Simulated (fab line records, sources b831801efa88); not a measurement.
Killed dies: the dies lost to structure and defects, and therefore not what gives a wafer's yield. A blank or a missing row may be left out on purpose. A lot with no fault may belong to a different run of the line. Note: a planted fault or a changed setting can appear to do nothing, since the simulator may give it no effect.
Which of the tools did it? | flow gf180mcu | 72 wafers from 24 lots sampled at 6 of the route's 602 steps

## WHAT THE GAUGES READ, wafer by wafer
GF_M2_CD_MEAS_14 targets a cd of 280 nm.
lot  | measured     | on        | cd-nm (nm)
L074 | day 19 02:50 | cd-sem-02 | 280.3 280.2 280.3
L075 | day 19 10:59 | cd-sem-02 | 279.8 279.3 279.7
L076 | day 19 23:58 | cd-sem-01 | 280.6 281.8 282.0
L077 | day 20 11:41 | cd-sem-01 | 279.0 279.4 279.4
L078 | day 20 17:50 | cd-sem-01 | 277.8 279.0 279.5
L079 | day 21 06:35 | cd-sem-01 | 277.6 279.5 279.0
L080 | day 21 16:55 | cd-sem-02 | 279.1 279.7 278.9
L081 | day 22 04:07 | cd-sem-01 | 278.3 278.1 278.8
L082 | day 22 10:53 | cd-sem-02 | 280.8 280.7 281.4
L083 | day 22 18:17 | cd-sem-02 | 277.0 277.7 276.8
L084 | day 23 05:02 | cd-sem-02 | 279.3 279.8 279.2
L085 | day 23 06:32 | cd-sem-02 | 278.0 278.5 278.6
L086 | day 24 01:44 | cd-sem-02 | 278.7 280.1 278.5
L087 | day 24 03:20 | cd-sem-01 | 280.3 279.6 279.9
L088 | day 24 11:18 | cd-sem-02 | 277.9 279.0 279.1
L089 | day 24 16:50 | cd-sem-01 | 281.1 280.9 281.6
L090 | day 25 03:20 | cd-sem-02 | 278.9 278.1 278.0
L091 | day 25 07:54 | cd-sem-02 | 280.3 281.8 280.0
L092 | day 25 15:26 | cd-sem-02 | 278.9 281.0 278.5
L093 | day 25 21:47 | cd-sem-02 | 281.8 281.9 279.7
L094 | day 26 07:17 | cd-sem-02 | 280.7 280.2 281.6
L095 | day 26 11:55 | cd-sem-01 | 279.9 279.3 279.9
L096 | day 26 17:52 | cd-sem-01 | 279.3 280.6 281.4
L097 | day 27 00:37 | cd-sem-02 | 281.6 280.4 280.1

GF_V2_THK_MEAS_01.
lot  | measured     | on            | V2_CVD_00_THK (nm)
L074 | day 19 03:45 | film-metro-04 | 594 595 601
L075 | day 19 11:53 | film-metro-04 | 591 592 594
L076 | day 20 00:50 | film-metro-01 | 596 597 601
L077 | day 20 12:34 | film-metro-04 | 594 593 595
L078 | day 20 18:44 | film-metro-01 | 601 596 596
L079 | day 21 07:31 | film-metro-03 | 599 612 606
L080 | day 21 18:08 | film-metro-03 | 603 602 601
L081 | day 22 05:10 | film-metro-01 | 591 595 599
L082 | day 22 11:54 | film-metro-01 | 600 598 587
L083 | day 22 19:11 | film-metro-01 | 592 593 600
L084 | day 23 06:06 | film-metro-03 | 596 590 599
L085 | day 23 07:25 | film-metro-03 | 594 603 597
L086 | day 24 02:40 | film-metro-03 | 591 596 595
L087 | day 24 04:18 | film-metro-01 | 606 598 607
L088 | day 24 12:11 | film-metro-03 | 594 607 600
L089 | day 24 17:43 | film-metro-01 | 610 607 608
L090 | day 25 04:14 | film-metro-04 | 606 602 603
L091 | day 25 08:53 | film-metro-01 | 597 604 603
L092 | day 25 16:27 | film-metro-01 | 596 598 596
L093 | day 25 22:40 | film-metro-04 | 591 599 591
L094 | day 26 08:11 | film-metro-04 | 601 606 599
L095 | day 26 12:48 | film-metro-03 | 604 602 600
L096 | day 26 18:44 | film-metro-01 | 608 595 605
L097 | day 27 01:29 | film-metro-04 | 606 598 605

GF_M5_OVL_MEAS_08.
lot  | measured     | on         | M5_OVL (nm)
L074 | day 26 06:41 | overlay-02 | 1 10 10
L075 | day 26 12:22 | overlay-02 | 7 -6 9
L076 | day 26 23:25 | overlay-02 | 2 6 2
L077 | day 27 09:15 | overlay-02 | 5 5 4
L078 | day 27 15:39 | overlay-02 | 4 8 7
L079 | day 28 00:12 | overlay-02 | 14 3 6
L080 | day 28 09:20 | overlay-02 | 7 9 10
L081 | day 28 18:58 | overlay-01 | 5 -2 1
L082 | day 29 01:57 | overlay-01 | 1 -2 1
L083 | day 29 14:33 | overlay-01 | -5 -10 2
L084 | day 29 16:38 | overlay-02 | -1 6 8
L085 | day 29 17:06 | overlay-02 | 12 9 3
L086 | day 30 08:08 | overlay-01 | 7 5 5
L087 | day 30 09:50 | overlay-02 | -6 -2 2
L088 | day 30 16:07 | overlay-02 | 3 10 3
L089 | day 30 22:03 | overlay-01 | 8 11 9
L090 | day 31 06:01 | overlay-01 | 4 11 4
L091 | day 31 09:53 | overlay-01 | 7 7 12
L092 | day 31 15:36 | overlay-01 | 5 0 -1
L093 | day 31 21:51 | overlay-01 | -4 5 -3
L094 | day 32 04:48 | overlay-02 | 8 11 8
L095 | day 32 08:13 | overlay-02 | 5 3 6
L096 | day 32 13:50 | overlay-02 | -9 0 -1
L097 | day 32 20:01 | overlay-02 | 10 14 7

## EACH LOT AND THE TOOL THAT RAN IT (in order: tool; ch and the chambers of the sampled wafers; start)
lot  | GF_V1_STRIP_18                       | GF_V2_CVD_02                    | GF_M3_SPUTTER_00
L074 | plasma-asher-04 ch 0,1, day 18 01:37 | pecvd-02 ch 0,1, day 19 03:49   | pvd-sputter-04, day 20 06:55
L075 | plasma-asher-04 ch 0,1, day 18 09:38 | pecvd-03 ch 0,1,2, day 19 11:56 | pvd-sputter-01, day 20 13:58
L076 | plasma-asher-01 ch 0,1, day 18 22:09 | pecvd-02 ch 0,1,2, day 20 00:53 | pvd-sputter-01, day 21 02:34
L077 | plasma-asher-01 ch 0,1, day 19 10:00 | pecvd-01 ch 0,1,2, day 20 12:38 | pvd-sputter-03, day 21 15:14
L078 | plasma-asher-04 ch 0,1, day 19 17:06 | pecvd-01 ch 0,1,2, day 20 18:47 | pvd-sputter-01, day 21 21:47
L079 | plasma-asher-04 ch 0,1, day 20 04:46 | pecvd-02 ch 0,1,2, day 21 07:35 | pvd-sputter-03, day 22 08:52
L080 | plasma-asher-02 ch 0,1, day 20 15:28 | pecvd-02 ch 0,1,2, day 21 18:12 | pvd-sputter-01, day 22 19:41
L081 | plasma-asher-02 ch 0,1, day 21 02:35 | pecvd-02 ch 0,1,2, day 22 05:13 | pvd-sputter-01, day 23 06:41
L082 | plasma-asher-04 ch 0,1, day 21 09:22 | pecvd-01 ch 0,1, day 22 11:58   | pvd-sputter-01, day 23 13:28
L083 | plasma-asher-02 ch 0,1, day 21 17:28 | pecvd-03 ch 1,2, day 22 19:14   | pvd-sputter-01, day 23 19:40
L084 | plasma-asher-02 ch 0,1, day 22 03:49 | pecvd-01 ch 0,1,2, day 23 06:10 | pvd-sputter-03, day 24 06:38
L085 | plasma-asher-02 ch 0,1, day 22 06:38 | pecvd-02 ch 0,2, day 23 07:29   | pvd-sputter-01, day 24 08:10
L086 | plasma-asher-01 ch 0,1, day 23 01:32 | pecvd-01 ch 1,2, day 24 02:44   | pvd-sputter-03, day 25 02:46
L087 | plasma-asher-01 ch 0,1, day 23 03:37 | pecvd-03 ch 0,1, day 24 04:22   | pvd-sputter-04, day 25 04:02
L088 | plasma-asher-04 ch 0,1, day 23 11:48 | pecvd-02 ch 0,1,2, day 24 12:14 | pvd-sputter-03, day 25 11:49
L089 | plasma-asher-02 ch 0,1, day 23 18:00 | pecvd-01 ch 1,2, day 24 17:45   | pvd-sputter-01, day 25 17:31
L090 | plasma-asher-04 ch 0,1, day 24 03:52 | pecvd-02 ch 0,1,2, day 25 04:17 | pvd-sputter-04, day 26 03:34
L091 | plasma-asher-02 ch 0,1, day 24 08:46 | pecvd-03 ch 0,1,2, day 25 08:56 | pvd-sputter-01, day 26 07:48
L092 | plasma-asher-02 ch 0,1, day 24 16:20 | pecvd-02 ch 0,1,2, day 25 16:31 | pvd-sputter-01, day 26 16:04
L093 | plasma-asher-02 ch 0,1, day 24 22:38 | pecvd-01 ch 0,1, day 25 22:44   | pvd-sputter-01, day 26 21:51
L094 | plasma-asher-04 ch 0,1, day 25 08:32 | pecvd-03 ch 0,1, day 26 08:14   | pvd-sputter-04, day 27 07:04
L095 | plasma-asher-01 ch 0,1, day 25 13:41 | pecvd-03 ch 0,1, day 26 12:51   | pvd-sputter-01, day 27 10:47
L096 | plasma-asher-01 ch 0,1, day 25 19:44 | pecvd-02 ch 1,2, day 26 18:47   | pvd-sputter-01, day 27 17:49
L097 | plasma-asher-02 ch 1, day 26 01:59   | pecvd-01 ch 0,1,2, day 27 01:32 | pvd-sputter-01, day 27 23:54
- GF_V1_STRIP_18: strips in O2/N2.
- GF_V2_CVD_02: deposits SiO2 from TEOS, target thk 850 nm, time 94.851 s.
- GF_M3_SPUTTER_00: material Ti, target thk 37.5 nm, time 150 s.

## AS READ BY THE TOOLS THEMSELVES (means over the sampled wafers that have a number; for cases with no such wafer, the mark the record gives instead)
GF_V1_STRIP_18.
lot  | tool            | drypump-motor-current-A (A) | heater-power-w (W) | oes-product-au (a.u.)
L074 | plasma-asher-04 | 6.0                         | 329                | 0.599
L075 | plasma-asher-04 | 6.3                         | 326                | 0.591
L076 | plasma-asher-01 | 5.8                         | 288                | 0.596
L077 | plasma-asher-01 | 5.5                         | 310                | 0.594
L078 | plasma-asher-04 | 6.3                         | 325                | 0.598
L079 | plasma-asher-04 | 6.0                         | 330                | 0.596
L080 | plasma-asher-02 | 5.7                         | 329                | 0.588
L081 | plasma-asher-02 | 5.6                         | 334                | 0.593
L082 | plasma-asher-04 | 6.0                         | 326                | 0.594
L083 | plasma-asher-02 | 5.6                         | 373                | 0.593
L084 | plasma-asher-02 | 5.6                         | 335                | 0.594
L085 | plasma-asher-02 | 5.6                         | 334                | 0.591
L086 | plasma-asher-01 | 5.8                         | 290                | 0.594
L087 | plasma-asher-01 | 5.5                         | 311                | 0.594
L088 | plasma-asher-04 | 6.3                         | 325                | 0.592
L089 | plasma-asher-02 | 5.6                         | 330                | 0.596
L090 | plasma-asher-04 | 6.3                         | 326                | 0.591
L091 | plasma-asher-02 | 5.6                         | 370                | 0.596
L092 | plasma-asher-02 | 5.6                         | 376                | 0.595
L093 | plasma-asher-02 | 5.6                         | 334                | 0.596
L094 | plasma-asher-04 | 6.3                         | 324                | 0.593
L095 | plasma-asher-01 | 5.8                         | 289                | 0.591
L096 | plasma-asher-01 | 5.8                         | 289                | 0.594
L097 | plasma-asher-02 | 5.4                         | 414                | 0.593

GF_V2_CVD_02.
lot  | tool     | heater-power-w (W)
L074 | pecvd-02 | 624
L075 | pecvd-03 | 622
L076 | pecvd-02 | 611
L077 | pecvd-01 | 725
L078 | pecvd-01 | 777
L079 | pecvd-02 | 623
L080 | pecvd-02 | 576
L081 | pecvd-02 | 634
L082 | pecvd-01 | 834
L083 | pecvd-03 | 737
L084 | pecvd-01 | 716
L085 | pecvd-02 | 606
L086 | pecvd-01 | 664
L087 | pecvd-03 | 680
L088 | pecvd-02 | 632
L089 | pecvd-01 | 667
L090 | pecvd-02 | 593
L091 | pecvd-03 | 616
L092 | pecvd-02 | 591
L093 | pecvd-01 | 858
L094 | pecvd-03 | 602
L095 | pecvd-03 | 663
L096 | pecvd-02 | 670
L097 | pecvd-01 | 764

GF_M3_SPUTTER_00.
lot  | tool           | cathode-dc-power-W (W) | throttle-valve-pct (%)
L074 | pvd-sputter-04 | 4000.2                 | 29.5
L075 | pvd-sputter-01 | 4000.2                 | 29.9
L076 | pvd-sputter-01 | 4000.3                 | 29.8
L077 | pvd-sputter-03 | 3999.9                 | 30.6
L078 | pvd-sputter-01 | 3999.5                 | 29.8
L079 | pvd-sputter-03 | 4000.4                 | 30.7
L080 | pvd-sputter-01 | 4000.1                 | 30.2
L081 | pvd-sputter-01 | 4000.5                 | 30.2
L082 | pvd-sputter-01 | 4000.8                 | 29.3
L083 | pvd-sputter-01 | 3999.7                 | 29.0
L084 | pvd-sputter-03 | 3999.7                 | 30.0
L085 | pvd-sputter-01 | 4000.1                 | 29.3
L086 | pvd-sputter-03 | 3999.5                 | 30.6
L087 | pvd-sputter-04 | 4000.3                 | 29.7
L088 | pvd-sputter-03 | 3999.8                 | 30.4
L089 | pvd-sputter-01 | 3999.5                 | 29.0
L090 | pvd-sputter-04 | 4000.1                 | 28.8
L091 | pvd-sputter-01 | 3999.7                 | 29.0
L092 | pvd-sputter-01 | 3999.6                 | 30.1
L093 | pvd-sputter-01 | 4000.7                 | 29.2
L094 | pvd-sputter-04 | 3999.8                 | 28.9
L095 | pvd-sputter-01 | 4000.3                 | 30.0
L096 | pvd-sputter-01 | 3999.8                 | 29.9
L097 | pvd-sputter-01 | 3999.5                 | 30.6

## THE ANSWER, worked out from the rows above alone
Rule: the lots themselves supply what counts as usual. The widest of any qualifying gaps counts: lots, ordered by their means at a reading, are off when they make up no more than a third of the lots, leave a main group of 4 or more, and stand apart from it by 3 or more times the standard deviation of that group's means. If all means in a main group match to the digits the tables above print for the reading, that group is not used. Also off: a lot with no number at a reading for which 4 or more lots have one. Any other lot the step has rows for is counted as sound. First the gauges in route order, then the tools' own readings, where a lot's mean is used as printed above. The first step at which some lot is off is used, and at that step the reading that is off furthest; a lot without a number counts as furthest.
No lot is off at any reading shown: from this, nothing can be told.

## WHAT HAD BEEN PUT IN BY THE SIMULATOR
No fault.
